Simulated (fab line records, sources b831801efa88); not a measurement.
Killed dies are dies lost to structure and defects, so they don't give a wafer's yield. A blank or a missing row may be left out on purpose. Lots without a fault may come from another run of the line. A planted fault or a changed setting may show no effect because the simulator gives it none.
Which tool did it? | flow sky130 | 24 lots, 72 wafers sampled, at 4 steps of a route of 708

WHAT THE GAUGES READ, wafer by wafer
SKY_VIA3_BOW_MEAS_03.
lot  | measured     | on            | VIA3_BOW (um)
L074 | day 39 02:37 | film_metro-02 | 76 82 64
L075 | day 39 03:13 | film_metro-04 | 84 74 74
L076 | day 39 13:25 | film_metro-03 | 71 82 82
L077 | day 40 05:52 | film_metro-04 | 73 70 84
L079 | day 40 14:24 | film_metro-02 | 70 80 73
L078 | day 40 14:42 | film_metro-04 | 91 81 84
L080 | day 40 15:32 | film_metro-02 | 67 61 69
L081 | day 41 17:01 | film_metro-03 | 81 69 70
L083 | day 41 22:55 | film_metro-02 | 77 82 81
L082 | day 42 02:23 | film_metro-04 | 67 86 67
L084 | day 42 05:10 | film_metro-02 | 86 75 74
L085 | day 42 15:36 | film_metro-02 | 77 73 83
L086 | day 42 22:02 | film_metro-04 | 72 70 71
L088 | day 43 13:35 | film_metro-04 | 85 87 75
L087 | day 43 15:17 | film_metro-03 | 82 89 81
L090 | day 43 16:10 | film_metro-04 | 86 85 78
L089 | day 43 16:56 | film_metro-03 | 104 79 84
L091 | day 43 21:46 | film_metro-04 | 85 75 82
L092 | day 44 01:14 | film_metro-03 | 85 90 86
L093 | day 44 12:02 | film_metro-03 | 82 79 72
L094 | day 44 14:42 | film_metro-03 | 68 87 79
L095 | day 44 19:45 | film_metro-04 | 79 88 89
L096 | day 45 03:02 | film_metro-04 | 80 80 77
L097 | day 45 05:52 | film_metro-02 | 75 87 74

SKY_VIA3_OVL_MEAS_13.
lot  | measured     | on         | VIA3_OVL (nm)
L074 | day 40 03:30 | overlay-02 | -5 7 1
L075 | day 40 04:59 | overlay-01 | 9 2 -2
L076 | day 40 14:38 | overlay-02 | 1 3 1
L077 | day 41 05:38 | overlay-02 | 6 2 10
L079 | day 41 15:01 | overlay-01 | -9 -2 -2
L078 | day 41 15:14 | overlay-02 | -1 -4 -6
L080 | day 41 15:52 | overlay-02 | -3 2 -6
L081 | day 42 16:46 | overlay-02 | -1 -1 0
L083 | day 42 22:49 | overlay-02 | -1 2 -4
L082 | day 43 01:31 | overlay-01 | -6 -11 -8
L084 | day 43 05:26 | overlay-01 | 1 4 0
L085 | day 43 14:55 | overlay-01 | -9 -11 -6
L086 | day 43 20:37 | overlay-02 | -7 1 -11
L088 | day 44 12:46 | overlay-01 | -12 1 0
L087 | day 44 14:01 | overlay-02 | -6 -5 -11
L090 | day 44 15:04 | overlay-01 | -2 0 -3
L089 | day 44 15:58 | overlay-02 | -8 3 0
L091 | day 44 20:18 | overlay-02 | 0 0 0
L092 | day 44 23:46 | overlay-02 | 2 2 1
L093 | day 45 09:52 | overlay-01 | -3 5 -1
L094 | day 45 12:25 | overlay-01 | -3 -4 -1
L095 | day 45 17:11 | overlay-02 | 0 -6 0
L096 | day 46 00:02 | overlay-02 | 3 0 3
L097 | day 46 03:22 | overlay-02 | -9 -9 -2

WHICH TOOL RAN EACH LOT (tool, then ch and the chambers of the sampled wafers, then the start)
lot  | SKY_METAL3_SPUTTER_00        | SKY_METAL3_SPUTTER_04
L074 | pvd_sputter-02, day 36 20:47 | pvd_sputter-02, day 36 20:54
L075 | pvd_sputter-04, day 36 21:00 | pvd_sputter-04, day 36 21:06
L076 | pvd_sputter-03, day 37 09:10 | pvd_sputter-03, day 37 09:16
L077 | pvd_sputter-03, day 38 00:58 | pvd_sputter-03, day 38 01:04
L079 | pvd_sputter-03, day 38 09:59 | pvd_sputter-03, day 38 10:06
L078 | pvd_sputter-03, day 38 10:38 | pvd_sputter-03, day 38 10:45
L080 | pvd_sputter-02, day 38 11:09 | pvd_sputter-02, day 38 11:16
L081 | pvd_sputter-02, day 39 13:23 | pvd_sputter-02, day 39 13:30
L083 | pvd_sputter-03, day 39 19:14 | pvd_sputter-03, day 39 19:21
L082 | pvd_sputter-03, day 39 23:23 | pvd_sputter-03, day 39 23:30
L084 | pvd_sputter-03, day 40 03:32 | pvd_sputter-03, day 40 03:39
L085 | pvd_sputter-04, day 40 13:54 | pvd_sputter-04, day 40 14:00
L086 | pvd_sputter-03, day 40 19:36 | pvd_sputter-03, day 40 19:43
L088 | pvd_sputter-04, day 41 12:09 | pvd_sputter-04, day 41 12:15
L087 | pvd_sputter-04, day 41 13:09 | pvd_sputter-04, day 41 13:15
L090 | pvd_sputter-02, day 41 14:52 | pvd_sputter-02, day 41 14:59
L089 | pvd_sputter-02, day 41 16:17 | pvd_sputter-02, day 41 16:24
L091 | pvd_sputter-02, day 41 20:23 | pvd_sputter-02, day 41 20:30
L092 | pvd_sputter-04, day 42 00:04 | pvd_sputter-04, day 42 00:11
L093 | pvd_sputter-04, day 42 12:41 | pvd_sputter-04, day 42 12:48
L094 | pvd_sputter-03, day 42 13:50 | pvd_sputter-03, day 42 13:57
L095 | pvd_sputter-03, day 42 19:02 | pvd_sputter-03, day 42 19:09
L096 | pvd_sputter-02, day 43 04:14 | pvd_sputter-02, day 43 04:21
L097 | pvd_sputter-02, day 43 07:11 | pvd_sputter-02, day 43 07:18
- SKY_METAL3_SPUTTER_00: material Ti, target thk 15 nm, time 10 s.
- SKY_METAL3_SPUTTER_04: material TiN, target thk 70 nm, time 58.3 s.

WHAT THE TOOLS THEMSELVES READ (means of the sampled wafers that have a number; where no wafer has one, the mark that the record gives instead)
SKY_METAL3_SPUTTER_00.
lot  | tool           | cathode_dc_power_W (W) | throttle_valve_pct (%)
L074 | pvd_sputter-02 | 3000.5                 | 29.4
L075 | pvd_sputter-04 | 3000.0                 | 30.2
L076 | pvd_sputter-03 | 2999.6                 | 29.3
L077 | pvd_sputter-03 | 2999.4                 | 29.9
L079 | pvd_sputter-03 | 3000.0                 | 29.5
L078 | pvd_sputter-03 | 2999.9                 | 29.1
L080 | pvd_sputter-02 | 2999.7                 | 29.0
L081 | pvd_sputter-02 | 2999.8                 | 29.4
L083 | pvd_sputter-03 | 3000.2                 | 29.1
L082 | pvd_sputter-03 | 3000.4                 | 29.6
L084 | pvd_sputter-03 | 2999.9                 | 29.6
L085 | pvd_sputter-04 | 2999.7                 | 30.5
L086 | pvd_sputter-03 | 2999.7                 | 29.2
L088 | pvd_sputter-04 | 2999.7                 | 29.5
L087 | pvd_sputter-04 | 3000.6                 | 30.4
L090 | pvd_sputter-02 | 3000.3                 | 29.0
L089 | pvd_sputter-02 | 3000.1                 | 28.8
L091 | pvd_sputter-02 | 3000.2                 | 29.0
L092 | pvd_sputter-04 | 2999.7                 | 29.5
L093 | pvd_sputter-04 | 3000.5                 | 30.5
L094 | pvd_sputter-03 | 2999.8                 | 29.7
L095 | pvd_sputter-03 | 3000.1                 | 29.4
L096 | pvd_sputter-02 | 2999.9                 | 29.3
L097 | pvd_sputter-02 | 3000.2                 | 29.7

SKY_METAL3_SPUTTER_04.
lot  | tool           | cathode_dc_power_W (W) | throttle_valve_pct (%)
L074 | pvd_sputter-02 | 6499.9                 | 29.5
L075 | pvd_sputter-04 | 6500.3                 | 30.4
L076 | pvd_sputter-03 | 6500.3                 | 29.1
L077 | pvd_sputter-03 | 6501.6                 | 29.8
L079 | pvd_sputter-03 | 6500.4                 | 29.3
L078 | pvd_sputter-03 | 6500.0                 | 29.1
L080 | pvd_sputter-02 | 6500.7                 | 29.0
L081 | pvd_sputter-02 | 6499.6                 | 29.1
L083 | pvd_sputter-03 | 6500.0                 | 28.8
L082 | pvd_sputter-03 | 6501.6                 | 29.6
L084 | pvd_sputter-03 | 6500.8                 | 29.6
L085 | pvd_sputter-04 | 6499.7                 | 30.5
L086 | pvd_sputter-03 | 6499.7                 | 29.5
L088 | pvd_sputter-04 | 6499.8                 | 29.6
L087 | pvd_sputter-04 | 6498.7                 | 30.4
L090 | pvd_sputter-02 | 6500.3                 | 28.8
L089 | pvd_sputter-02 | 6500.4                 | 28.9
L091 | pvd_sputter-02 | 6500.1                 | 28.9
L092 | pvd_sputter-04 | 6500.9                 | 29.4
L093 | pvd_sputter-04 | 6500.2                 | 30.4
L094 | pvd_sputter-03 | 6499.6                 | 29.5
L095 | pvd_sputter-03 | 6500.9                 | 29.6
L096 | pvd_sputter-02 | 6499.1                 | 29.2
L097 | pvd_sputter-02 | 6499.3                 | 29.7

THE ANSWER, worked out from the rows above alone
Rule: what is usual is taken from the lots themselves. Put in order of their means at a reading, lots are off if they are a third of the lots or fewer, leave a main group of 4 or more, and stand apart from it by a gap of 3 or more times the standard deviation of the main group's means; of several such gaps the widest counts. A main group whose means are all the same, to the digits that the tables above print for the reading, isn't used. A lot without any number at a reading at which 4 lots or more have one is off too. The other lots that the step has rows for count as sound. The gauges are gone through in route order, then the tools' own readings, and for those a lot's mean is taken as printed above. The first step at which some lot is off is used, and at that step the reading that is off furthest; a lot without a number counts as furthest.
No lot is off at any reading shown: from this, nothing can be told.

WHAT THE SIMULATOR HAD PUT IN
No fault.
